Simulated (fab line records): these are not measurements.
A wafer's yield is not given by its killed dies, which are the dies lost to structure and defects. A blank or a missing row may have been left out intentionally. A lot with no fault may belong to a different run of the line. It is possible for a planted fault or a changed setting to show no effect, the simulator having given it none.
Which tool was responsible? | flow gf180mcu | 14 lots with 42 wafers sampled at 2 steps, on a route of 602 steps

WHAT THE GAUGES SHOWED, per wafer
GF_MVSD_TW_MEAS_11. Usual: MVSD_TW typically reads 1583, with standard deviation 14.
lot  | measured     | on            | MVSD_TW        | flag
L441 | day 4 09:22  | film_metro-02 | 1565 1556 1566 |
L443 | day 4 22:47  | film_metro-04 | 1562 1568 1566 |
L447 | day 5 21:22  | film_metro-02 | 1585 1589 1588 |
L448 | day 6 02:19  | film_metro-02 | 1573 1570 1572 |
L449 | day 6 09:28  | film_metro-04 | 1568 1567 1570 |
L451 | day 6 19:58  | film_metro-04 | 1572 1571 1570 |
L453 | day 7 06:14  | film_metro-04 | 1582 1574 1584 |
L457 | day 8 08:50  | film_metro-02 | 1594 1584 1597 |
L459 | day 8 19:19  | film_metro-02 | 1591 1588 1588 |
L460 | day 9 01:13  | film_metro-04 | 1569 1570 1574 |
L461 | day 9 04:41  | film_metro-04 | 1576 1578 1566 |
L462 | day 9 09:11  | film_metro-04 | 1573 1577 1577 |
L463 | day 10 04:04 | film_metro-01 | 1601 1607 1597 |
L464 | day 10 05:04 | film_metro-01 | 1597 1603 1599 |

GF_VT_IMPLANT_TW_MEAS_32. Usual: VT_IMPLANT_3_TW typically reads 268.9, with standard deviation 2.5.
lot  | measured     | on            | VT_IMPLANT_3_TW   | flag
L441 | day 6 20:13  | film_metro-01 | 272.8 273.0 272.8 |
L443 | day 7 09:44  | film_metro-03 | 265.9 265.1 265.5 |
L447 | day 8 12:02  | film_metro-01 | 270.4 269.4 269.5 |
L448 | day 8 15:52  | film_metro-04 | 265.6 267.8 265.0 |
L449 | day 8 23:40  | film_metro-04 | 266.3 267.7 266.1 |
L451 | day 9 12:25  | film_metro-03 | 265.3 265.8 267.4 |
L453 | day 9 23:08  | film_metro-01 | 270.4 270.4 270.7 |
L457 | day 11 06:10 | film_metro-04 | 267.6 267.4 268.3 |
L459 | day 11 19:01 | film_metro-01 | 270.7 271.8 271.7 |
L460 | day 12 00:52 | film_metro-03 | 269.9 268.7 268.0 |
L461 | day 12 05:38 | film_metro-01 | 271.4 271.0 272.1 |
L462 | day 12 09:43 | film_metro-03 | 267.2 267.6 268.0 |
L463 | day 13 07:58 | film_metro-03 | 268.7 266.0 267.4 |
L464 | day 13 10:01 | film_metro-04 | 268.5 267.4 266.0 |

EACH LOT AND THE TOOL THAT RAN IT (in order: tool; ch and the chambers of the sampled wafers; start)
The record shows no process step preceding these readings.

AS READ BY THE TOOLS THEMSELVES (means over the sampled wafers that have a number; for cases with no such wafer, the mark the record gives instead)
The record holds no such reading with a usual standard deviation.

THE ANSWER, worked out from the rows above alone
Rule: a lot counts as off when the mean over its wafers that have a number is more than 3 standard deviations away from the usual mean. A lot without any number at a reading at which 4 lots or more have one is off too. Where the step has rows for the other lots, those lots are counted as sound. After the gauges, taken in route order, come the tools' own readings; for these a lot's mean is taken, as printed above. The first step at which some lot is off is used, and at that step the reading that is off furthest; a lot without a number counts as furthest.
Across all readings shown, no lot is off: no conclusion can be drawn from this.

WHAT WAS PUT IN BY THE SIMULATOR
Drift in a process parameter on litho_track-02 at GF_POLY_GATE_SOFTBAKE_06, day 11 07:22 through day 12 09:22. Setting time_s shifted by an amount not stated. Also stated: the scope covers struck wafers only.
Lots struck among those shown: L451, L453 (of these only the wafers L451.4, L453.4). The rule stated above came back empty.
